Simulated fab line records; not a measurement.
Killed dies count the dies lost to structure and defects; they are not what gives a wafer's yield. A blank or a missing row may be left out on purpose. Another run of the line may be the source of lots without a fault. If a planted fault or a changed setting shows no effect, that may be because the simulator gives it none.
fab line records	flow sky130
[record] lots = 11	wafers = 33	last_day = 49
route steps=708 shown VIA3@594 PASSIVATION@682 PAD_OPEN@702
lots with no fault: from the same line, run without faults
start_h: start of the lot's first displayed wafer, in hours after the record's first day	wait_h: hours since the lot's step before	" same as the row above	L1.1+2: a row that stands for several wafers	- value missing, or start not given	* or withheld: withheld	< > ~ a bound
route shown NAME@n: a module of which the file shows steps, and the number in the route of the first	usual: average and standard deviation across the fault-free wafers	same: alike in all rows	chamber/n: place in a boat	sites: the reading at each site	_std_site: how widely they spread, as a standard deviation	_edge_site: the outer-site mean with the inner-site mean subtracted	radius_mm: how far each site lies from the wafer's centre	mask NAME#n: copy n	behind: the last tool/chamber to shape the wafer	hold: what put the lot on hold/how long, in hours/how the hold closed	device: transistor that didn't switch, given as n, p or np	end of line: at the end of the route, the tests of the same wafers	a step given without rows: its recipe and nothing more	killed: dies lost to structure and defects at the first sort, not the wafer's yield	map: per-die view of a wafer (x killed, . not killed, _ where there is no die)
set.NAME: the setting that was run; set.NAME@STEP: the one run at that earlier step	model.NAME: the simulator's own value behind a step, which no gauge read
the route's steps for a sample of lots (tables are steps, rows are wafers)
services: from which hour (start_h, from the record's first day; less than 0 if before it) a tool's chamber was out of use, for how many hours, and why
[[steps]]
[step SKY_VIA3_CVD_21]
[recipe] material = W	target_thk_nm = 390	time_s = 117.31	temp_c = 400	pressure_torr = 40
[usual] heater_power_w = 790/73
lot.wafer	tool	chamber	start_h	wait_h	heater_power_w
L866.1	cvd_w-02	0	957.52	0.0	699
L866.4	"	1	"	"	888
L866.5	"	0	"	"	687
L867.2	cvd_w-01	1	959.25	0.0	812
L867.3	"	0	"	"	775
L867.5	"	0	"	"	769
L868.2	cvd_w-01	0	968.28	0.0	766
L868.4	"	1	"	"	811
L868.6	"	0	"	"	784
L870.4	cvd_w-01	0	982.77	0.1	775
L870.5	"	1	"	"	828
L870.6	"	0	"	"	757
L872.2	cvd_w-01	1	992.44	0.0	835
L872.3	"	0	"	"	785
L872.5	"	1	"	"	820
L873.2	cvd_w-01	0	1000.74	0.0	752
L873.4	"	0	"	"	779
L873.6	"	1	"	"	807
L876.2	cvd_w-01	0	1017.33	0.0	755
L876.3	"	0	"	"	780
L876.5	"	0	"	"	779
L877.1	cvd_w-02	1	1030.90	0.0	876
L877.3	"	1	"	"	906
L877.4	"	0	"	"	685
L878.2	cvd_w-01	1	1034.59	0.0	805
L878.3	"	0	"	"	771
L878.4	"	1	"	"	793
L880.1	cvd_w-02	1	1048.44	0.0	896
L880.3	"	0	"	"	692
L880.4	"	1	"	"	893
L882.1	cvd_w-01	0	1058.42	0.0	783
L882.2	"	1	"	"	799
L882.4	"	0	"	"	776
[step SKY_PASSIVATION_THK_MEAS_01]
[recipe] reads = SiO2_of_PASSIVATION_CVD_00
[usual] PASSIVATION_CVD_00_THK = 90.0/1.4
lot.wafer	tool	chamber	start_h	wait_h	PASSIVATION_CVD_00_THK[nm]
L866.1	film_metro-04	-	1057.40	-	89.0
L866.4	"	-	"	"	92.0
L866.5	"	-	"	"	89.7
L867.2	film_metro-02	-	1057.41	-	90.4
L867.3	"	-	"	"	90.0
L867.5	"	-	"	"	91.5
L868.2	film_metro-04	-	1066.63	-	88.3
L868.4	"	-	"	"	91.8
L868.6	"	-	"	"	89.2
L870.4	film_metro-02	-	1078.19	-	89.8
L870.5	"	-	"	"	90.5
L870.6	"	-	"	"	92.1
L872.2	film_metro-02	-	1088.12	-	90.3
L872.3	"	-	"	"	90.3
L872.5	"	-	"	"	91.0
L873.2	film_metro-04	-	1096.58	-	89.3
L873.4	"	-	"	"	91.0
L873.6	"	-	"	"	90.4
L876.2	film_metro-01	-	1109.32	-	88.2
L876.3	"	-	"	"	89.8
L876.5	"	-	"	"	90.4
L877.1	film_metro-01	-	1122.04	-	89.7
L877.3	"	-	"	"	87.6
L877.4	"	-	"	"	91.3
L878.2	film_metro-02	-	1124.47	-	89.4
L878.3	"	-	"	"	90.9
L878.4	"	-	"	"	91.0
L880.1	film_metro-02	-	1137.75	-	88.5
L880.3	"	-	"	"	88.0
L880.4	"	-	"	"	89.7
L882.1	film_metro-02	-	1144.55	-	86.8
L882.2	"	-	"	"	88.3
L882.4	"	-	"	"	90.2
[step SKY_PASSIVATION_ETCH_11]
[recipe] chemistry = CF4/O2	target_depth_nm = 725	stop_on = AlCu	source_w = 800	bias_w = 150	pressure_mtorr = 150	cf4_flow_sccm = 80	O2_flow_sccm = 10	time_s = 161.1
[usual] bias_w = 150.0/0.4	chamber_pressure_mTorr = 150.02/0.13	drypump_motor_current_A = 5.6/0.46	oes_product_au = 0.975/0.0083	throttle_valve_pct = 5.964/0.0099
lot.wafer	tool	chamber	start_h	wait_h	bias_w	chamber_pressure_mTorr	drypump_motor_current_A	oes_product_au	rf_hours_counter_h	throttle_valve_pct
L867.2	rie_diel-04	2	1079.04	-	150.2	150.18	6.2	0.974	11	5.959
L867.3	"	1	"	"	150.0	150.01	5.0	0.963	30	5.963
L867.5	"	0	"	"	150.4	150.05	6.0	0.980	-	5.960
L866.1	rie_diel-01	0	1079.39	-	150.1	149.81	6.1	0.979	12	5.958
L866.4	"	2	"	"	149.9	150.05	5.1	0.987	18	6.005
L866.5	"	1	"	"	150.7	150.32	5.1	0.977	-	5.965
L868.2	rie_diel-01	2	1086.93	-	150.5	150.02	5.1	0.976	18	5.972
L868.4	"	1	"	"	149.8	150.02	5.1	0.975	9	5.961
L868.6	"	2	"	"	149.6	150.15	5.2	0.974	-	5.966
L870.4	rie_diel-04	1	1098.97	-	149.5	149.77	5.0	0.974	31	5.977
L870.5	"	2	"	"	149.6	150.12	6.2	0.994	-	5.954
L870.6	"	1	"	"	150.0	150.13	5.0	0.979	-	5.963
L872.2	rie_diel-03	3	1108.64	-	150.2	150.38	5.4	0.961	25	5.958
L872.3	"	2	"	"	150.0	150.05	5.9	0.974	10	5.969
L872.5	"	2	"	"	150.0	149.97	5.9	0.980	-	5.969
L873.2	rie_diel-03	3	1116.53	-	150.8	150.03	5.5	0.951	26	5.959
L873.4	"	0	"	"	149.7	149.85	5.9	0.967	17	5.957
L873.6	"	2	"	"	149.9	150.05	5.9	0.974	-	5.975
L876.2	rie_diel-04	2	1129.59	-	150.4	150.05	6.2	0.966	13	5.952
L876.3	"	1	"	"	150.3	150.09	5.0	0.973	32	5.948
L876.5	"	1	"	"	150.2	150.01	5.0	0.978	-	5.965
L877.1	rie_diel-04	1	1141.44	-	148.9	149.96	5.0	0.982	33	5.977
L877.3	"	3	"	"	150.1	149.98	5.9	0.984	20	5.957
L877.4	"	0	"	"	150.2	150.00	6.0	0.983	14	5.960
L878.2	rie_diel-01	0	1143.23	-	150.3	150.05	6.1	0.986	14	5.964
L878.3	"	2	"	"	150.7	149.99	5.2	0.977	20	5.969
L878.4	"	3	"	"	149.8	150.01	6.0	0.995	21	5.962
L880.1	rie_diel-03	1	1156.07	-	149.9	150.07	4.9	0.975	17	5.963
L880.3	"	3	"	"	150.2	150.00	5.5	0.972	28	5.952
L880.4	"	2	"	"	150.1	149.99	5.9	0.978	12	5.962
L882.1	rie_diel-01	0	1162.93	-	149.8	150.18	6.1	0.967	15	5.975
L882.2	"	2	"	"	149.4	150.14	5.1	0.966	21	5.959
L882.4	"	1	"	"	150.5	149.96	5.1	0.978	12	5.964
[step SKY_PAD_OPEN_STRIP_08]
[recipe] chemistry = O2/N2	power_w = 1400	pressure_mtorr = 1500	platen_temp_c = withheld	overash_fraction = 0.7	o2_flow_sccm = 3000	n2_flow_sccm = 300
[usual] chamber_pressure_mTorr = 1500.0/1.4	drypump_motor_current_A = 5.8/0.51	n2_flow_sccm = 300.0/1.1	oes_product_au = 0.662/0.0044	strip_time_to_endpoint_s = 37.10/0.12
[same] overash_fraction = 0.7
lot.wafer	tool	chamber	start_h	wait_h	chamber_pressure_mTorr	drypump_motor_current_A	n2_flow_sccm	oes_product_au	rf_hours_counter_h	strip_time_to_endpoint_s
L867.2	plasma_asher-02	1	1099.95	0.1	1499.0	5.1	298.4	0.662	3	37.05
L867.3	"	1	"	"	1501.0	5.1	297.9	0.658	-	37.11
L867.5	"	0	"	"	1498.7	6.6	300.9	0.661	-	37.13
L866.1	plasma_asher-01	1	1100.30	0.1	1497.9	5.6	300.5	0.664	37	37.00
L866.4	"	0	"	"	1501.6	5.6	299.7	0.671	-	37.03
L866.5	"	1	"	"	1501.2	5.6	301.8	0.649	-	37.00
L868.2	plasma_asher-02	1	1107.25	0.1	1497.0	5.1	299.5	0.665	4	37.09
L868.4	"	1	"	"	1499.3	5.1	298.3	0.657	-	37.01
L868.6	"	0	"	"	1500.8	6.6	301.5	0.661	-	37.15
L870.4	plasma_asher-02	1	1119.57	0.1	1500.8	5.1	299.3	0.664	-	37.25
L870.5	"	0	"	"	1501.8	6.6	299.8	0.666	-	37.26
L870.6	"	1	"	"	1500.1	5.1	298.2	0.658	-	37.27
L872.2	plasma_asher-01	0	1128.58	0.1	1500.1	5.6	301.2	0.665	39	37.21
L872.3	"	1	"	"	1498.6	5.7	300.4	0.668	-	37.20
L872.5	"	0	"	"	1499.1	5.6	299.6	0.661	-	37.34
L873.2	plasma_asher-01	0	1136.30	0.1	1501.7	5.6	299.4	0.662	40	37.00
L873.4	"	1	"	"	1500.5	5.6	300.8	0.664	-	37.05
L873.6	"	0	"	"	1499.3	5.7	301.4	0.662	-	37.17
L876.2	plasma_asher-02	1	1148.64	0.1	1499.4	5.1	299.1	0.665	7	37.30
L876.3	"	0	"	"	1499.4	6.6	302.3	0.664	-	37.13
L876.5	"	0	"	"	1501.9	6.6	299.0	0.658	-	37.39
L877.1	plasma_asher-02	0	1159.45	0.1	1498.4	6.7	298.9	0.656	8	37.04
L877.3	"	0	"	"	1498.4	6.6	299.5	0.661	-	37.13
L877.4	"	1	"	"	1500.1	5.1	299.1	0.660	-	37.09
L878.2	plasma_asher-01	0	1160.94	0.1	1500.7	5.7	300.7	0.664	42	36.96
L878.3	"	1	"	"	1498.2	5.7	299.8	0.663	-	36.82
L878.4	"	0	"	"	1502.4	5.7	300.5	0.660	-	36.84
L880.1	plasma_asher-03	0	1173.54	0.1	1502.9	6.1	300.7	0.665	103	37.32
L880.3	"	1	"	"	1501.5	5.8	301.3	0.671	-	37.32
L880.4	"	0	"	"	1500.1	6.2	300.0	0.668	-	37.31
L882.1	plasma_asher-01	0	1179.23	0.1	1500.9	5.6	301.6	0.661	44	36.99
L882.2	"	1	"	"	1499.5	5.6	298.2	0.660	44	37.00
L882.4	"	0	"	"	1499.6	5.6	300.7	0.662	-	37.03
[step SKY_PAD_OPEN_PROBE_99]
[usual] defect_limited_yield = 82.7/1.9	killed_at_M0_to_M3 = 43/7.3	killed_at_M4_up = 3.1/1.7	killed_at_contacts = 25/5.3	killed_at_front_end = 14/4.1	killed_at_other = 0.3/0.56	killed_dies = 85/9.4	killed_open = 46/7.4	killed_short = 38/5.8	sort_bin_3_pad_short = 0.8/0.4	sort_bin_5_function = 10.2/1.5	sort_bin_6_memory = 6.2/1.2	sort_n_pass = 407/9.4	sort_yield_pct = 82.7/1.9
[same] gross_dies = 492	killed_at_back_side = 0	sort_bin_4_leakage[%] = 0	sort_bin_8_speed[%] = 0
lot.wafer	tool	chamber	start_h	wait_h	defect_limited_yield[%]	killed_at_M0_to_M3	killed_at_M4_up	killed_at_contacts	killed_at_front_end	killed_at_other	killed_dies	killed_open	killed_short	sort_bin_3_pad_short[%]	sort_bin_5_function[%]	sort_bin_6_memory[%]	sort_n_pass	sort_yield_pct[%]
L878.2	prober-02	-	1163.20	0.1	79.1	54	6	26	17	0	103	58	45	1.0	11.4	8.5	389	79.1
L878.3	prober-02	-	1163.25	0.2	74.6	96	1	18	10	0	125	50	25	1.4	16.7	7.3	367	74.6
L878.4	prober-02	-	1163.30	0.2	80.9	51	4	21	18	0	94	43	50	1.0	11.0	7.1	398	80.9
L882.1	prober-02	-	1181.48	0.1	74.8	80	4	32	8	0	124	48	34	1.4	17.7	6.1	368	74.8
L882.2	prober-02	-	1181.53	0.1	83.1	42	1	22	18	0	83	46	37	0.8	8.9	7.1	409	83.1
L882.4	prober-02	-	1181.63	0.2	71.3	90	5	24	22	0	141	53	35	3.3	18.3	7.1	351	71.3
// killed by level:class
L878.2 VIA1:geometric_particle:open=12 VIA2:geometric_particle:open=12 CONTACT:geometric_particle:open=9 VIA1:geometric_particle:short=8 POLY_GATE:geometric_particle:open=6 POLY_GATE:geometric_particle:short=5 LI_CONTACT:geometric_particle:open=5 METAL4:geometric_particle:short=5
L878.3 VIA3:unspecified=49 VIA1:geometric_particle:open=18 VIA2:geometric_particle:open=9 CONTACT:geometric_particle:open=6 VIA3:geometric_particle:open=5 POLY_GATE:geometric_particle:short=4 LI_CONTACT:geometric_particle:short=4 METAL1:geometric_particle:short=3
L878.4 VIA1:geometric_particle:short=14 CONTACT:geometric_particle:open=8 POLY_GATE:geometric_particle:short=8 VIA1:geometric_particle:open=8 METAL1:geometric_particle:short=6 METAL2:geometric_particle:short=6 POLY_GATE:geometric_particle:open=5 LI_CONTACT:geometric_particle:open=5
L882.1 VIA3:unspecified=42 VIA1:geometric_particle:open=12 CONTACT:geometric_particle:open=10 LI_CONTACT:geometric_particle:open=8 CONTACT:geometric_particle:short=7 VIA3:geometric_particle:open=6 METAL2:geometric_particle:short=5 LOCAL_INTERCONNECT:geometric_particle:short=4
L882.2 VIA1:geometric_particle:open=13 CONTACT:geometric_particle:open=11 METAL1:geometric_particle:short=7 POLY_GATE:geometric_particle:short=6 POLY_GATE:geometric_particle:open=6 VIA3:geometric_particle:open=5 CONTACT:geometric_particle:short=5 VIA2:geometric_particle:short=5
L882.4 VIA3:unspecified=53 CONTACT:geometric_particle:open=10 VIA1:geometric_particle:open=9 POLY_GATE:geometric_particle:open=8 VIA2:geometric_particle:open=7 VIA3:geometric_particle:open=6 POLY_GATE:geometric_particle:short=5 METAL1:geometric_particle:short=5
[[services]]
tool	chamber	start_h	hours	kind
rie_diel-04	0	937.20	15.7	repair
rie_diel-04	3	944.74	5.1	repair
rie_diel-04	3	957.27	6.1	repair
plasma_asher-02	-	984.57	0.7	repair
cvd_w-02	-	1013.48	1.1	repair
plasma_asher-01	-	1024.29	0.7	repair
plasma_asher-03	-	1031.97	15.8	pm
plasma_asher-02	-	1046.20	15.6	pm
cvd_w-02	-	1058.60	2.8	pm
plasma_asher-02	-	1061.80	9.0	pm
plasma_asher-02	0	1061.80	9.0	vent_cycle
plasma_asher-02	1	1061.80	9.0	vent_cycle
plasma_asher-02	0	1070.80	-	clean
plasma_asher-02	1	1070.80	-	clean
plasma_asher-02	-	1116.94	0.7	repair
plasma_asher-02	-	1119.74	1.2	repair
rie_diel-03	0	1120.93	25.1	repair
rie_diel-03	2	1133.02	13.7	repair
rie_diel-04	1	1148.31	-	clean
rie_diel-04	1	1148.31	-	consumable_replace:focus_ring
rie_diel-04	1	1148.31	32.3	scheduled_down
rie_diel-03	0	1156.90	8.0	repair
rie_diel-03	0	1177.47	10.0	repair
plasma_asher-03	-	1178.83	1.7	repair
[[key]]
[first_sign] step = SKY_PAD_OPEN_PROBE_99	reading = killed_at_M0_to_M3	direction = up	sigmas = 6.3	usual = 43	struck = 89
[effect] step = SKY_PAD_OPEN_PROBE_99	reading = sort_bin_5_function	direction = up	sigmas = 5	usual = 10.2	struck = 17.5
met_at SKY_VIA3_CVD_21
struck_lots L878,L882
struck_wafers L878.3,L882.1,L882.4
not_acting_at SKY_PASSIVATION_THK_MEAS_01,SKY_PASSIVATION_ETCH_11,SKY_PAD_OPEN_STRIP_08
onset_between 1017.33 1034.59
[fault] kind = chamber_particle_source	tool = cvd_w-01	chamber = 0	onset_h = 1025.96	steps = SKY_VIA3_CVD_21	rate_per_visit_cm2 = 0.50676	end_h = 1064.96
